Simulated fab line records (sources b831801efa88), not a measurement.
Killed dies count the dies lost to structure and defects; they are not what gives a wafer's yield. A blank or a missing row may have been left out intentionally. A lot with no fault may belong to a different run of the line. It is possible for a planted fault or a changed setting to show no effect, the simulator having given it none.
fab line records	flow sky130	part 1 of 2: steps 1 to 26 of 37
[record] lots = 5	wafers = 15	last_day = 49
route steps=708 shown FIELD_ISO@22 NWELL@32 DNWELL@35 PWDE@45
lots untouched by any fault: they come from a run of this same line in which no faults occurred
start_h: hours from the record's first day to the start of the lot's first wafer shown	wait_h: time in hours since the lot's previous step	" as in the row above	L1.1+2: a row that stands for several wafers	- either no value or no given start	* or withheld: withheld	< > ~ a bound
route shown NAME@n: a module of which the file shows steps, and the number in the route of the first	usual: average and standard deviation across the fault-free wafers	same: alike in all rows	chamber/n: place in a boat	sites: per-site readings	_std_site: how widely they spread, as a standard deviation	_edge_site: mean of outer sites minus mean of inner sites	radius_mm: how far each site lies from the wafer's centre	mask NAME#n: copy n	behind: the tool/chamber that last shaped the wafer	hold: why the lot went on hold/how many hours it stayed there/how the hold came to an end	device: which transistor (n, p or np) failed to switch	end of line: tests of these same wafers at the route's end	a step with no rows: only its recipe	killed: dies lost to structure and defects at the first sort, not the wafer's yield	map: dies across one wafer; x = killed, . = not, _ = none there
set.NAME: setting as actually run; set.NAME@STEP: the setting as run at that earlier step	model.NAME: the simulator's own value behind a step, which no gauge read
a table for each step, a row for each wafer; lots at some steps of the route
services: a tool's chamber out of use, with start hour (start_h, from the record's first day; less than 0 if before it), hours out, and reason
[[steps]]
[step SKY_FIELD_ISO_WET_ETCH_21]
[recipe] chemistry = dHF	dilution = 100:1	target_depth_nm = 20	dry = ipa_marangoni	target = SiO2	temp_c = 25	time_s = 400
[usual] temp_c = 25.00/0.11
[same] time_s = 400
lot.wafer	tool	chamber	start_h	wait_h	temp_c
L077.1	wet_bench-01	2	45.01	0.0	24.84
L077.3	"	2	"	"	25.11
L077.5	"	2	"	"	24.99
L079.1	wet_bench-01	0	58.90	0.0	25.10
L079.4	"	0	"	"	25.25
L079.5	"	0	"	"	25.12
L085.3	wet_bench-04	2	86.56	0.0	24.96
L085.4	"	2	"	"	24.86
L085.6	"	2	"	"	24.96
L086.4	wet_bench-01	3	95.72	0.0	24.98
L086.5	"	3	"	"	24.93
L086.6	"	3	"	"	24.99
L090.3	wet_bench-01	0	113.79	0.0	24.92
L090.4	"	0	"	"	24.94
L090.5	"	0	"	"	24.96
[step SKY_FIELD_ISO_OXIDATION_22]
[recipe] temp_c = 950	ambient = O2	stabilise_s = 600	purge_s = 300	target_thk_a = 100	ox_time_s = 623
[usual] tube_center_temp_C_max = 952.5/0.42
lot.wafer	tool	chamber	start_h	wait_h	tube_center_temp_C_max
L077.1	furnace-02	0	49.04	3.9	951.8
L077.3	"	0	"	"	952.4
L077.5	"	0	"	"	952.0
L079.1	furnace-01	0	59.65	0.6	952.7
L079.4	"	0	"	"	952.3
L079.5	"	0	"	"	951.9
L085.3	furnace-01	0	89.25	2.6	952.6
L085.4	"	0	"	"	952.2
L085.6	"	0	"	"	952.6
L086.4	furnace-01	0	95.84	0.0	953.1
L086.5	"	0	"	"	952.6
L086.6	"	0	"	"	953.1
L090.3	furnace-01	0	113.99	0.1	952.5
L090.4	"	0	"	"	952.4
L090.5	"	0	"	"	951.9
[step SKY_FIELD_ISO_THK_MEAS_23]
[recipe] reads = SiO2_of_FIELD_ISO_OXIDATION_22
[usual] FIELD_ISO_OXIDATION_01_THK = 10.06/0.2
lot.wafer	tool	chamber	start_h	wait_h	FIELD_ISO_OXIDATION_01_THK[nm]
L077.1	film_metro-03	-	50.21	0.0	10.27
L077.3	"	-	"	"	10.11
L077.5	"	-	"	"	10.24
L079.1	film_metro-04	-	60.82	0.0	10.27
L079.4	"	-	"	"	10.15
L079.5	"	-	"	"	10.22
L085.3	film_metro-04	-	90.44	0.0	10.09
L085.4	"	-	"	"	10.04
L085.6	"	-	"	"	9.98
L086.4	film_metro-04	-	97.05	0.0	9.91
L086.5	"	-	"	"	9.99
L086.6	"	-	"	"	9.83
L090.3	film_metro-04	-	115.18	0.0	10.35
L090.4	"	-	"	"	10.25
L090.5	"	-	"	"	10.30
[step SKY_FIELD_ISO_CVD_24]
[recipe] material = SiO2	target_thk_nm = 595	temp_c = 650	sigma_open_frac = 0.3	time_s = 99.2	sih4_flow_sccm = 60	pressure_mtorr = 6
[same] time_s = 99.2
lot.wafer	tool	chamber	start_h	wait_h
L077.1+3+5	hdpcvd-01	1,2,0	50.27	0.1
L079.1+4+5	hdpcvd-01	2,2,1	60.88	0.1
L085.3+4+6	hdpcvd-02	2,2,1	90.48	0.0
L086.4+5+6	hdpcvd-01	1,0,2	97.11	0.1
L090.3+4+5	hdpcvd-01	0,0,2	115.22	0.0
[step SKY_FIELD_ISO_THK_MEAS_25]
[recipe] reads = SiO2_of_FIELD_ISO_CVD_24
[usual] FIELD_ISO_CVD_24_THK = 596/5.3
lot.wafer	tool	chamber	start_h	wait_h	FIELD_ISO_CVD_24_THK[nm]
L077.1	film_metro-02	-	50.34	0.0	591
L077.3	"	-	"	"	591
L077.5	"	-	"	"	599
L079.1	film_metro-02	-	60.95	0.0	597
L079.4	"	-	"	"	598
L079.5	"	-	"	"	607
L085.3	film_metro-03	-	90.57	0.1	596
L085.4	"	-	"	"	596
L085.6	"	-	"	"	601
L086.4	film_metro-02	-	97.18	0.0	587
L086.5	"	-	"	"	591
L086.6	"	-	"	"	591
L090.3	film_metro-03	-	115.31	0.1	597
L090.4	"	-	"	"	590
L090.5	"	-	"	"	603
[step SKY_FIELD_ISO_ANNEAL_26]
[recipe] temp_c = 1000	time_s = 1800	ambient = N2
[usual] tube_center_temp_C_max = 1002.5/0.48
[same] time_s = 1800
lot.wafer	tool	chamber	start_h	wait_h	tube_center_temp_C_max
L077.1	furnace-01	0	53.77	3.4	1001.8
L077.3	"	0	"	"	1003.5
L077.5	"	0	"	"	1002.0
L079.1	furnace-02	0	61.50	0.5	1002.0
L079.4	"	0	"	"	1002.8
L079.5	"	0	"	"	1002.0
L085.3	furnace-02	0	91.08	0.5	1003.1
L085.4	"	0	"	"	1002.8
L085.6	"	0	"	"	1002.1
L086.4	furnace-01	0	99.44	2.3	1002.1
L086.5	"	0	"	"	1001.9
L086.6	"	0	"	"	1002.9
L090.3	furnace-01	0	116.69	1.4	1003.0
L090.4	"	0	"	"	1003.1
L090.5	"	0	"	"	1003.1
[step SKY_FIELD_ISO_CMP_27]
[recipe] stop_on = Si3N4	t_overpolish_s = 16	down_force_psi = 4	platen_rpm = 60	target_thk_nm = 457.8	pad_velocity_m_s = 0.94248
[usual] motor_current_A = 11.5/1.3	overpolish_run_s = 16.000/0.0088	time_to_endpoint_s = 115.1/2.9
lot.wafer	tool	chamber	start_h	wait_h	motor_current_A	overpolish_run_s	time_to_endpoint_s
L077.1	cmp-02	3	55.27	0.0	12.5	16.001	117.8
L077.3	"	1	"	"	9.7	16.001	117.2
L077.5	"	0	"	"	12.6	15.991	116.3
L079.4	cmp-02	0	63.00	0.0	12.6	16.001	112.4
L079.1	"	2	"	"	12.1	15.992	116.7
L079.5	"	0	"	"	13.0	15.987	119.0
L085.3	cmp-02	3	92.68	0.1	12.3	16.004	115.7
L085.4	"	0	"	"	13.5	16.006	113.2
L085.6	"	2	"	"	12.2	16.002	113.4
L086.4	cmp-02	3	101.04	0.1	13.0	15.983	111.4
L086.6	"	1	"	"	9.5	16.017	111.8
L086.5	"	2	"	"	12.0	16.008	114.4
L090.3	cmp-02	1	118.19	0.0	9.3	16.003	114.6
L090.4	"	3	"	"	12.6	15.996	114.4
L090.5	"	1	"	"	9.9	16.005	114.7
[step SKY_FIELD_ISO_WET_ETCH_28]
[recipe] chemistry = dHF	target_depth_nm = 23.7	target = SiO2	dilution = 10:1	temp_c = 25	time_s = 47
[usual] temp_c = 25.00/0.1
[same] time_s = 47
lot.wafer	tool	chamber	start_h	wait_h	temp_c
L077.1	wet_bench-04	3	55.57	0.2	24.92
L077.3	"	3	"	"	24.87
L077.5	"	3	"	"	24.81
L079.1	wet_bench-04	0	63.30	0.1	25.03
L079.4	"	0	"	"	24.98
L079.5	"	0	"	"	24.89
L085.3	wet_bench-04	2	92.88	0.1	25.09
L085.4	"	2	"	"	25.00
L085.6	"	2	"	"	24.99
L086.4	wet_bench-03	0	101.24	0.1	25.00
L086.5	"	0	"	"	24.99
L086.6	"	0	"	"	25.02
L090.3	wet_bench-03	0	118.49	0.2	25.00
L090.4	"	0	"	"	24.96
L090.5	"	0	"	"	24.98
[step SKY_FIELD_ISO_WET_ETCH_29]
[recipe] chemistry = H3PO4	target_depth_nm = 160	target = Si3N4	temp_c = 160	time_s = 1825
[usual] temp_c = 160.00/0.17
[same] time_s = 1825
lot.wafer	tool	chamber	start_h	wait_h	temp_c
L077.1	wet_bench-01	1	55.59	0.0	160.34
L077.3	"	1	"	"	159.97
L077.5	"	1	"	"	160.03
L079.1	wet_bench-01	2	63.32	0.0	160.00
L079.4	"	2	"	"	159.76
L079.5	"	2	"	"	160.17
L085.3	wet_bench-04	2	92.90	0.0	160.03
L085.4	"	2	"	"	159.99
L085.6	"	2	"	"	160.03
L086.4	wet_bench-01	0	101.26	0.0	159.93
L086.5	"	0	"	"	159.88
L086.6	"	0	"	"	160.03
L090.3	wet_bench-01	1	118.51	0.0	159.93
L090.4	"	1	"	"	159.94
L090.5	"	1	"	"	160.05
[step SKY_FIELD_ISO_WET_ETCH_30]
[recipe] chemistry = dHF	target_depth_nm = 25	target = SiO2	dilution = 10:1	temp_c = 25	time_s = 50
[usual] temp_c = 25.02/0.11
[same] time_s = 50
lot.wafer	tool	chamber	start_h	wait_h	temp_c
L077.1	wet_bench-03	3	56.10	0.0	24.87
L077.3	"	3	"	"	25.03
L077.5	"	3	"	"	24.98
L079.1	wet_bench-03	0	63.83	0.0	24.96
L079.4	"	0	"	"	25.02
L079.5	"	0	"	"	24.98
L085.3	wet_bench-03	2	93.41	0.0	25.08
L085.4	"	2	"	"	24.88
L085.6	"	2	"	"	25.16
L086.4	wet_bench-03	3	101.78	0.0	24.91
L086.5	"	3	"	"	24.87
L086.6	"	3	"	"	24.96
L090.3	wet_bench-04	1	119.08	0.0	25.06
L090.4	"	1	"	"	25.18
L090.5	"	1	"	"	25.23
[step SKY_NWELL_CLEAN_00]
[recipe] chemistry = SC1/SC2	mix = 1:4:20	temp_c = 70	time_s = 150	dry = n2_spin
[usual] temp_c = 69.97/0.11
[same] time_s = 150
lot.wafer	tool	chamber	start_h	wait_h	temp_c
L077.1	wet_bench-04	2	56.13	0.0	70.29
L077.3	"	2	"	"	70.04
L077.5	"	2	"	"	70.08
L079.1	wet_bench-01	0	63.86	0.0	69.87
L079.4	"	0	"	"	69.83
L079.5	"	0	"	"	69.80
L085.3	wet_bench-01	3	93.44	0.0	69.85
L085.4	"	3	"	"	70.08
L085.6	"	3	"	"	70.01
L086.4	wet_bench-01	3	101.80	0.0	70.06
L086.5	"	3	"	"	69.87
L086.6	"	3	"	"	70.07
L090.3	wet_bench-03	0	119.10	0.0	70.00
L090.4	"	0	"	"	70.08
L090.5	"	0	"	"	69.87
[step SKY_NWELL_OXIDATION_01]
[recipe] temp_c = 900	ambient = O2	stabilise_s = 600	purge_s = 300	target_thk_a = 100	ox_time_s = 1418
[usual] tube_center_temp_C_max = 902.3/0.37
lot.wafer	tool	chamber	start_h	wait_h	tube_center_temp_C_max
L077.1	furnace-02	0	57.30	1.1	902.8
L077.3	"	0	"	"	901.8
L077.5	"	0	"	"	903.5
L079.1	furnace-01	0	63.91	0.0	902.4
L079.4	"	0	"	"	902.5
L079.5	"	0	"	"	901.8
L085.3	furnace-02	0	93.49	0.0	901.7
L085.4	"	0	"	"	902.2
L085.6	"	0	"	"	902.2
L086.4	furnace-01	0	102.35	0.5	902.6
L086.5	"	0	"	"	901.6
L086.6	"	0	"	"	902.2
L090.3	furnace-01	0	119.36	0.2	902.5
L090.4	"	0	"	"	902.1
L090.5	"	0	"	"	902.9
[step SKY_NWELL_THK_MEAS_02]
[recipe] reads = SiO2_of_NWELL_OXIDATION_01
[usual] NWELL_OXIDATION_THK = 10.12/0.22
lot.wafer	tool	chamber	start_h	wait_h	NWELL_OXIDATION_THK[nm]
L077.1	film_metro-01	-	58.69	0.0	10.22
L077.3	"	-	"	"	10.18
L077.5	"	-	"	"	10.07
L079.1	film_metro-01	-	65.30	0.0	9.96
L079.4	"	-	"	"	9.88
L079.5	"	-	"	"	9.86
L085.3	film_metro-02	-	94.90	0.0	9.91
L085.4	"	-	"	"	10.17
L085.6	"	-	"	"	10.00
L086.4	film_metro-04	-	103.77	0.0	10.50
L086.5	"	-	"	"	10.46
L086.6	"	-	"	"	10.38
L090.3	film_metro-04	-	120.78	0.0	10.16
L090.4	"	-	"	"	10.03
L090.5	"	-	"	"	10.09
[step SKY_DNWELL_DEHYDRATE_00]
[recipe] temp_c = 200	time_s = 60
[usual] exhaust_pa = 45.1/0.91
[same] time_s = 60
lot.wafer	tool	chamber	start_h	wait_h	exhaust_pa
L077.1	litho_track-03	0	65.87	7.2	44.6
L077.3	"	0	"	"	46.4
L077.5	"	0	"	"	45.2
L079.1	litho_track-02	0	73.18	7.9	46.2
L079.4	"	0	"	"	45.1
L079.5	"	0	"	"	45.8
L085.3	litho_track-01	0	102.96	8.0	43.2
L085.4	"	0	"	"	45.9
L085.6	"	0	"	"	46.7
L086.4	litho_track-03	0	112.34	8.6	46.0
L086.5	"	0	"	"	45.8
L086.6	"	0	"	"	45.7
L090.3	litho_track-03	0	129.42	8.6	44.0
L090.4	"	0	"	"	44.7
L090.5	"	0	"	"	46.0
[step SKY_DNWELL_HMDS_01]
[recipe] prime_time_s = 60	prime_temp_c = 120
[usual] exhaust_pa = 45.1/0.92
[same] prime_time_s = 60
lot.wafer	tool	chamber	start_h	wait_h	exhaust_pa
L077.1	litho_track-03	0	66.02	0.1	44.4
L077.3	"	0	"	"	45.3
L077.5	"	0	"	"	45.2
L079.1	litho_track-02	0	73.33	0.1	46.8
L079.4	"	0	"	"	45.6
L079.5	"	0	"	"	46.2
L085.3	litho_track-01	0	103.11	0.1	43.1
L085.4	"	0	"	"	45.4
L085.6	"	0	"	"	45.7
L086.4	litho_track-03	0	112.49	0.1	46.2
L086.5	"	0	"	"	43.9
L086.6	"	0	"	"	46.8
L090.3	litho_track-03	0	129.57	0.1	44.2
L090.4	"	0	"	"	45.4
L090.5	"	0	"	"	44.9
[step SKY_DNWELL_COAT_02]
[recipe] spin_rpm = 2000	resist_thk_nm = 3000
[usual] exhaust_pa = 45.0/0.87
lot.wafer	tool	chamber	start_h	wait_h	exhaust_pa
L077.1	litho_track-03	0	66.17	0.1	45.6
L077.3	"	0	"	"	46.0
L077.5	"	0	"	"	45.3
L079.1	litho_track-02	0	73.48	0.1	43.3
L079.4	"	0	"	"	43.5
L079.5	"	0	"	"	43.5
L085.3	litho_track-01	0	103.26	0.1	45.5
L085.4	"	0	"	"	43.6
L085.6	"	0	"	"	44.4
L086.4	litho_track-03	0	112.64	0.1	44.3
L086.5	"	0	"	"	45.2
L086.6	"	0	"	"	44.7
L090.3	litho_track-03	0	129.72	0.1	45.9
L090.4	"	0	"	"	45.3
L090.5	"	0	"	"	45.7
[step SKY_DNWELL_SOFTBAKE_03]
[recipe] temp_c = 110	time_s = withheld
[usual] exhaust_pa = 45.3/0.81
lot.wafer	tool	chamber	start_h	wait_h	exhaust_pa
L077.1	litho_track-03	0	66.32	0.1	44.3
L077.3	"	0	"	"	44.4
L077.5	"	0	"	"	44.9
L079.1	litho_track-02	0	73.63	0.1	44.9
L079.4	"	0	"	"	45.6
L079.5	"	0	"	"	44.9
L085.3	litho_track-01	0	103.43	0.1	45.5
L085.4	"	0	"	"	45.7
L085.6	"	0	"	"	47.2
L086.4	litho_track-03	0	112.82	0.1	44.6
L086.5	"	0	"	"	45.1
L086.6	"	0	"	"	44.4
L090.3	litho_track-03	0	129.89	0.1	43.8
L090.4	"	0	"	"	46.1
L090.5	"	0	"	"	44.2
[step SKY_DNWELL_EXPOSE_04]
[recipe] mask_id = DNM	na = 0.57	target_cd_nm = 3000	dose_mj = 222
lot.wafer	tool	chamber	start_h	wait_h	mask
L077.1+3+5	iline_stepper-01	0	-	-	DNM#0
L079.1+4+5	iline_stepper-01	0	-	-	DNM#0
L085.3+4+6	iline_stepper-01	0	-	-	DNM#0
L086.4+5+6	iline_stepper-01	0	-	-	DNM#0
L090.3+4+5	iline_stepper-01	0	-	-	DNM#0
[step SKY_DNWELL_PEB_05]
[recipe] temp_c = 115	time_s = withheld
[usual] exhaust_pa = 45.0/0.85
lot.wafer	tool	chamber	start_h	wait_h	exhaust_pa
L077.1	litho_track-03	0	-	-	45.1
L077.3	"	0	"	"	43.7
L077.5	"	0	"	"	45.2
L079.1	litho_track-01	0	-	-	44.4
L079.4	"	0	"	"	45.8
L079.5	"	0	"	"	44.2
L085.3	litho_track-03	0	-	-	44.7
L085.4	"	0	"	"	44.8
L085.6	"	0	"	"	44.6
L086.4	litho_track-01	0	-	-	44.0
L086.5	"	0	"	"	45.8
L086.6	"	0	"	"	44.4
L090.3	litho_track-01	0	-	-	44.0
L090.4	"	0	"	"	44.4
L090.5	"	0	"	"	43.9
[step SKY_DNWELL_DEVELOP_06]
[recipe] wall_angle_deg = 90	developer = TMAH	develop_time_s = 60	dev_temp_c = 23
[usual] exhaust_pa = 44.8/0.91
lot.wafer	tool	chamber	start_h	wait_h	exhaust_pa
L077.1	litho_track-03	0	-	-	44.1
L077.3	"	0	"	"	44.7
L077.5	"	0	"	"	44.8
L079.1	litho_track-01	0	-	-	44.0
L079.4	"	0	"	"	44.8
L079.5	"	0	"	"	43.9
L085.3	litho_track-03	0	-	-	44.4
L085.4	"	0	"	"	44.1
L085.6	"	0	"	"	45.4
L086.4	litho_track-01	0	-	-	44.9
L086.5	"	0	"	"	45.0
L086.6	"	0	"	"	44.3
L090.3	litho_track-01	0	-	-	45.2
L090.4	"	0	"	"	46.7
L090.5	"	0	"	"	45.1
[step SKY_DNWELL_IMPLANT_07]
[recipe] species = P	energy_kev = withheld	dose_cm2 = withheld	tilt_deg = withheld
[same] implant_ion_amu = *
lot.wafer	tool	chamber	start_h	wait_h
L077.1+3+5	implanter-04	0	74.92	-
L079.1+4+5	implanter-04	0	82.06	-
L085.3+4+6	implanter-04	0	112.32	-
L086.4+5+6	implanter-03	0	122.33	-
L090.3+4+5	implanter-04	0	140.21	-
[step SKY_DNWELL_STRIP_08]
[recipe] chemistry = O2/N2	power_w = 1400	pressure_mtorr = 1500	platen_temp_c = withheld	o2_flow_sccm = 3000	n2_flow_sccm = 300	overash_fraction = 0.5
[usual] drypump_motor_current_A = 5.6/0.37	oes_product_au = 0.722/0.0049	strip_time_to_endpoint_s = 36.90/0.098
lot.wafer	tool	chamber	start_h	wait_h	drypump_motor_current_A	oes_product_au	rf_hours_counter_h	strip_time_to_endpoint_s
L077.1	plasma_asher-04	1	75.07	0.1	5.3	0.716	37	36.82
L077.3	"	1	"	"	5.3	0.715	-	36.87
L077.5	"	1	"	"	5.3	0.728	-	37.01
L079.1	plasma_asher-02	1	82.21	0.1	4.9	0.726	38	36.81
L079.4	"	0	"	"	6.0	0.721	-	36.88
L079.5	"	1	"	"	4.9	0.722	-	36.86
L085.3	plasma_asher-03	0	112.45	0.1	5.5	0.720	-	36.96
L085.4	"	1	"	"	6.0	0.723	-	36.83
L085.6	"	1	"	"	6.0	0.719	-	36.87
L086.4	plasma_asher-03	0	122.44	0.1	5.5	0.723	-	36.83
L086.5	"	0	"	"	5.5	0.717	-	36.80
L086.6	"	1	"	"	6.0	0.719	-	36.75
L090.3	plasma_asher-03	1	140.34	0.1	5.9	0.730	-	37.05
L090.4	"	0	"	"	5.4	0.721	-	37.02
L090.5	"	1	"	"	6.0	0.719	-	37.03
[step SKY_DNWELL_TW_MEAS_09]
[usual] DNWELL_TW = 1116/5.5
lot.wafer	tool	chamber	start_h	wait_h	DNWELL_TW
L077.1	film_metro-01	-	75.17	0.1	1105
L077.3	"	-	"	"	1108
L077.5	"	-	"	"	1107
L079.1	film_metro-02	-	82.31	0.1	1114
L079.4	"	-	"	"	1116
L079.5	"	-	"	"	1117
L085.3	film_metro-04	-	112.54	0.1	1116
L085.4	"	-	"	"	1122
L085.6	"	-	"	"	1119
L086.4	film_metro-01	-	122.54	0.1	1110
L086.5	"	-	"	"	1110
L086.6	"	-	"	"	1112
L090.3	film_metro-04	-	140.43	0.1	1110
L090.4	"	-	"	"	1109
L090.5	"	-	"	"	1113
[step SKY_PWDE_DEHYDRATE_00]
[recipe] temp_c = 200	time_s = 60
[usual] exhaust_pa = 45.2/0.85
[same] time_s = 60
lot.wafer	tool	chamber	start_h	wait_h	exhaust_pa
L077.1	litho_track-01	0	82.71	7.5	45.9
L077.3	"	0	"	"	46.6
L077.5	"	0	"	"	44.5
L079.1	litho_track-04	0	89.87	7.6	45.4
L079.4	"	0	"	"	45.1
L079.5	"	0	"	"	44.8
L085.3	litho_track-01	0	121.31	8.8	46.1
L085.4	"	0	"	"	45.1
L085.6	"	0	"	"	45.6
L086.4	litho_track-01	0	130.88	8.3	44.5
L086.5	"	0	"	"	44.7
L086.6	"	0	"	"	46.6
L090.3	litho_track-04	0	148.92	8.5	45.6
L090.4	"	0	"	"	44.9
L090.5	"	0	"	"	45.3
[step SKY_PWDE_HMDS_01]
[recipe] prime_time_s = 60	prime_temp_c = 120
[usual] exhaust_pa = 44.9/0.92
[same] prime_time_s = 60
lot.wafer	tool	chamber	start_h	wait_h	exhaust_pa
L077.1	litho_track-01	0	82.86	0.1	44.5
L077.3	"	0	"	"	46.6
L077.5	"	0	"	"	43.6
L079.1	litho_track-04	0	90.02	0.1	44.3
L079.4	"	0	"	"	45.4
L079.5	"	0	"	"	44.6
L085.3	litho_track-01	0	121.46	0.1	45.2
L085.4	"	0	"	"	43.7
L085.6	"	0	"	"	43.3
L086.4	litho_track-01	0	131.03	0.1	44.9
L086.5	"	0	"	"	45.3
L086.6	"	0	"	"	45.4
L090.3	litho_track-04	0	149.07	0.1	45.1
L090.4	"	0	"	"	46.1
L090.5	"	0	"	"	44.5
[step SKY_PWDE_COAT_02]
[recipe] spin_rpm = 2000	resist_thk_nm = 3000
[usual] exhaust_pa = 44.8/0.83
lot.wafer	tool	chamber	start_h	wait_h	exhaust_pa
L077.1	litho_track-01	0	83.01	0.1	45.3
L077.3	"	0	"	"	44.1
L077.5	"	0	"	"	44.7
L079.1	litho_track-04	0	90.17	0.1	45.1
L079.4	"	0	"	"	45.1
L079.5	"	0	"	"	44.9
L085.3	litho_track-01	0	121.61	0.1	44.2
L085.4	"	0	"	"	44.1
L085.6	"	0	"	"	46.0
L086.4	litho_track-01	0	131.18	0.1	44.7
L086.5	"	0	"	"	44.3
L086.6	"	0	"	"	44.6
L090.3	litho_track-04	0	149.22	0.1	44.6
L090.4	"	0	"	"	44.1
L090.5	"	0	"	"	44.2
